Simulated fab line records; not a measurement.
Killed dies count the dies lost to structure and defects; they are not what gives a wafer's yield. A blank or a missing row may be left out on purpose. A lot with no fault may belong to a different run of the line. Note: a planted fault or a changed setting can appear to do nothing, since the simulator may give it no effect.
Split-lot experiment + flow sky130 + on a route of 708 steps: 5 lots, 23 wafers read

== THE SPLIT ITSELF ==
At SKY_VIA3_CMP_02 (polishes SiO2), the setting leave-above-ref-nm was moved away from the recipe's 465 nm on 7 of the 23 wafers read, by +4.2% to +4.9%. The other wafers ran this setting at the recipe's value.

== FROM THE SPLIT TO THE READING: what the file shows between them, 5 steps ==
- SKY_VIA3_EXPOSE_09: exposes mask VIM3, target cd 200 nm (also split here: dose-mj)
- SKY_VIA3_PEB_10
- SKY_VIA3_DEVELOP_11: develop time 60 s
- SKY_VIA3_CD_MEAS_12: target cd 200 nm
- SKY_VIA3_ETCH_14: etches BARC in N2/H2, stops on SiO2, time 45.9 s, target depth 60 nm (also split here: pressure-mtorr)

== THE READING ==
oes-product-au, in a.u., at SKY_VIA3_ETCH_15 (etches SiO2 in C4F8/O2/Ar, stops on TiN, target depth 507 nm, time 78 s). Typical for fault-free wafers on this fab line: 0.946 a.u., with standard deviation 0.0051 a.u.

| wafer  | tool, chamber at the split | leave-above-ref-nm as run, nm | against the recipe | oes-product-au, a.u. | against lot-mates on the recipe |
|--------|----------------------------|-------------------------------|--------------------|----------------------|---------------------------------|
| L074.1 | cmp-02, 0                  | 465                           | recipe             | 0.944                | -                               |
| L074.2 | cmp-02, 2                  | 465                           | recipe             | 0.948                | -                               |
| L074.4 | cmp-02, 3                  | 465                           | recipe             | 0.941                | -                               |
| L074.5 | cmp-02, 2                  | 465                           | recipe             | 0.943                | -                               |
| L074.6 | cmp-02, 3                  | 465                           | recipe             | 0.938                | -                               |
| L078.1 | cmp-02, 1                  | 488                           | +4.9%              | 0.966                | +0.018                          |
| L078.2 | cmp-02, 2                  | 465                           | recipe             | 0.949                | -                               |
| L078.3 | cmp-02, 0                  | 465                           | recipe             | 0.946                | -                               |
| L078.5 | cmp-02, 2                  | 488                           | +4.9%              | 0.973                | +0.025                          |
| L078.6 | cmp-02, 1                  | 465                           | recipe             | 0.949                | -                               |
| L079.1 | cmp-02, 2                  | 465                           | recipe             | 0.948                | -                               |
| L079.4 | cmp-02, 0                  | 465                           | recipe             | 0.939                | -                               |
| L079.5 | cmp-02, 0                  | 465                           | recipe             | 0.941                | -                               |
| L080.1 | cmp-01, 1                  | 465                           | recipe             | 0.952                | -                               |
| L080.2 | cmp-01, 2                  | 465                           | recipe             | 0.943                | -                               |
| L080.4 | cmp-01, 3                  | 484.5                         | +4.2%              | 0.972                | +0.024                          |
| L080.5 | cmp-01, 0                  | 484.5                         | +4.2%              | 0.967                | +0.019                          |
| L080.6 | cmp-01, 3                  | 484.5                         | +4.2%              | 0.970                | +0.022                          |
| L082.2 | cmp-01, 0                  | 465                           | recipe             | 0.947                | -                               |
| L082.3 | cmp-01, 2                  | 465                           | recipe             | 0.944                | -                               |
| L082.4 | cmp-01, 3                  | 486.5                         | +4.6%              | 0.975                | +0.029                          |
| L082.5 | cmp-01, 0                  | 486.5                         | +4.6%              | 0.977                | +0.031                          |
| L082.6 | cmp-01, 3                  | 465                           | recipe             | 0.946                | -                               |

FIT RESULTS
A straight line over all 23 wafers: oes-product-au changes by +0.00583 a.u. for each +1% of leave-above-ref-nm; r = +0.95; the points scatter about the line by 0.004 a.u.
The same after taking each lot's own level away (the mean of its wafers on the recipe; 23 wafers): +0.00534 a.u. for each +1%; r = +0.95; scatter 0.0038 a.u.
Per that fit: largest leave-above-ref-nm move, reading shift of 0.026 a.u.
Measured against the standard deviation above, the lots' own levels, which go from 0.9427 to 0.9480 a.u., span 1.0 times it.
So the lot-to-lot level changes the slope little: the two slopes agree.
Check: with one of the wafers moved furthest among these (+4.9%) left out of the fit, the line predicts +0.0282 a.u. for it against its lot-mates. Against them it came out at +0.018 a.u.

== THE OTHER SPLITS THESE WAFERS WENT THROUGH ==
Note: prior to the reading, these wafers also went through further splits. Each is held against what the fit with the lots' levels taken away leaves over:
| other split on the same wafers  | wafers away from the commonest value | r with oes-product-au (lot level and that fit taken away) |
|---------------------------------|--------------------------------------|-----------------------------------------------------------|
| SKY_CAPM_SPUTTER_02 time-s      | 11                                   | +0.36                                                     |
| SKY_CAPM_METAL_ETCH_13 time-s   | 7                                    | -0.03                                                     |
| SKY_METAL3_EXPOSE_10 dose-mj    | 11                                   | -0.12                                                     |
| SKY_METAL3_ETCH_17 bias-w       | 7                                    | -0.03                                                     |
| SKY_VIA3_EXPOSE_09 dose-mj      | 6                                    | +0.18                                                     |
| SKY_VIA3_ETCH_14 pressure-mtorr | 15                                   | +0.12                                                     |

== THE WHOLE CHAIN: every reading that the file lists as answering this split, in the file's order ==
| step             | what it does                                                            | reading                                                                        | change (the file's fit)                   | r (the file's) |
|------------------|-------------------------------------------------------------------------|--------------------------------------------------------------------------------|-------------------------------------------|----------------|
| SKY_VIA3_CMP_02  | polishes SiO2                                                           | SiO2_of_VIA3_HDPCVD_00.thk-nm (the simulator's own value, which no gauge read) | +4.6 nm for each +1% of the setting       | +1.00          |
| SKY_VIA3_ETCH_15 | etches SiO2 in C4F8/O2/Ar, stops on TiN, target depth 507 nm, time 78 s | oes-product-au                                                                 | +0.00532 a.u. for each +1% of the setting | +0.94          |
| SKY_VIA3_ETCH_15 | etches SiO2 in C4F8/O2/Ar, stops on TiN, target depth 507 nm, time 78 s | VIA3.feature-depth-nm (the simulator's own value, which no gauge read)         | +4.6 nm for each +1% of the setting       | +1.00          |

== FILE'S OWN FIT ==
oes-product-au changes by +0.00532 a.u. for each +1% of leave-above-ref-nm, r = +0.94.
